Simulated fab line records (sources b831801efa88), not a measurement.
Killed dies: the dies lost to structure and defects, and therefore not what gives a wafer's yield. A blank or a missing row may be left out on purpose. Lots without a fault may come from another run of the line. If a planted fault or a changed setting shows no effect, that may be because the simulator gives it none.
Matching of chambers -- flow sky130 -- pecvd-03 running SKY_CAP2M_CVD_00: 3 sister chambers
The step deposits SiO2, target thk 15.5 nm. 20 wafers are shown with their chamber, then 10 later ones without.

WAFERS WITH THEIR CHAMBER
wafer,chamber,heaterPowerW (W)
L075.1,2,710
L075.2,1,588
L075.3,0,508
L075.4,0,519
L075.5,2,715
L075.6,1,603
L077.3,1,671
L077.4,1,679
L077.6,0,543
L081.1,0,516
L081.3,0,514
L081.6,0,491
L085.3,1,692
L085.5,2,655
L085.6,0,480
L086.1,1,665
L086.3,0,579
L086.5,0,581
L093.1,0,559
L093.2,2,735

SIGNATURES (means of the wafers above)
reading,chamber 0,chamber 1,chamber 2,scatter within a chamber
heaterPowerW,529.00,649.67,703.75,37.5
Rule: a wafer's distance from a chamber is the root of the sum, over the readings, of the square of ((its reading less the chamber's mean) divided by the reading's scatter). The wafer belongs to the nearest chamber; if the next one is less than 2 further off, it can't be placed. The scatter: take each reading less its chamber's mean, square it, sum over the shown wafers, divide by the number of wafers less the number of chambers, and take the root.

WAFERS WITH NO CHAMBER GIVEN
wafer,heaterPowerW (W)
L093.4,584
L095.1,488
L095.2,702
L095.3,737
L096.1,760
L096.2,484
L096.3,682
L096.4,652
L096.5,481
L096.6,749

CHAMBER TAKEN BY EACH
wafer,from the rows above,in truth
L093.4,can't be placed: 0 or 1 or 2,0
L095.1,0,0
L095.2,can't be placed: 2 or 1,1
L095.3,can't be placed: 2 or 1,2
L096.1,can't be placed: 2 or 1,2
L096.2,0,0
L096.3,can't be placed: 2 or 1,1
L096.4,can't be placed: 1 or 2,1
L096.5,0,0
L096.6,can't be placed: 2 or 1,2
Placed correctly: 3 of 10. Cannot be placed on the basis of these rows: 7; the candidates contain the true chamber in 7. Number placed wrongly: 0.
